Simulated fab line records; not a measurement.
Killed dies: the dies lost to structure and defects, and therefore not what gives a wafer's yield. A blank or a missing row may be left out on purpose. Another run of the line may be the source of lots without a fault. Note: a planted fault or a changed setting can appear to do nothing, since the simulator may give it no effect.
2 desks looking at one fault / flow sky130 / each desk has only its own numbers; what lay behind them comes last

THE TOOL OWNER'S DESK: pvd-sputter-01
At SKY_METAL5_SPUTTER_04 (material TiN, target thk 70 nm, time 58.3 s) the tool's own readings: per lot run on this tool, the mean of the sampled wafers that have a number. A lot is out of limits, marked OUT, if its mean lies more than 4 standard deviations from the usual mean; the brackets give that distance.
Columns: A = chamber-pressure-pa at SKY_METAL5_SPUTTER_04, usual 0.4001 Pa; B = throttle-valve-pct at SKY_METAL5_SPUTTER_04, usual 30.5 %
lot=L367; first seen here=day 42 21:04; A=0.4009; B=31.1
lot=L369; first seen here=day 43 05:53; A=0.3996; B=31.0
lot=L376; first seen here=day 45 05:46; A=0.4001; B=30.5
lot=L380; first seen here=day 46 07:51; A=0.3994; B=31.5
Finding of this desk: none of the 4 lots has anything out of limits.

THE METROLOGY DESK
Lot by lot, what the gauges showed, no matter which tool ran the lot: averages of those sampled wafers that carry a number. A lot is out of limits, marked OUT, if its mean lies more than 4 standard deviations from the usual mean; the brackets give that distance.
Columns: A = cd-nm at SKY_SD_P_CD_MEAS_07, usual 380.5 nm; B = METAL5_ALCU_THK at SKY_METAL5_THK_MEAS_06, usual 1149 nm
lot=L367; first seen here=day 25 11:08; A=378.1; B=1167
lot=L369; first seen here=day 25 22:45; A=376.5; B=1151
lot=L371; first seen here=day 26 19:51; A=382.1; B=1148
lot=L372; first seen here=day 27 06:21; A=381.1; B=1150
lot=L376; first seen here=day 28 11:44; A=381.3; B=1146
lot=L377; first seen here=day 28 21:08; A=381.7; B=1183
lot=L380; first seen here=day 30 01:17; A=382.0; B=1106
lot=L382; first seen here=day 30 10:45; A=380.2; B=1144
lot=L384; first seen here=day 31 04:08; A=380.1; B=1137
lot=L387; first seen here=day 32 01:58; A=382.7; B=1130
lot=L388; first seen here=day 32 16:13; A=378.5; B=1170
Finding of this desk: none of the 11 lots has anything out of limits.

TAKEN TOGETHER
The tool owner's desk saw nothing out of limits.
Nothing out of limits was seen by the metrology desk.

WHAT THE SIMULATOR HAD INSERTED
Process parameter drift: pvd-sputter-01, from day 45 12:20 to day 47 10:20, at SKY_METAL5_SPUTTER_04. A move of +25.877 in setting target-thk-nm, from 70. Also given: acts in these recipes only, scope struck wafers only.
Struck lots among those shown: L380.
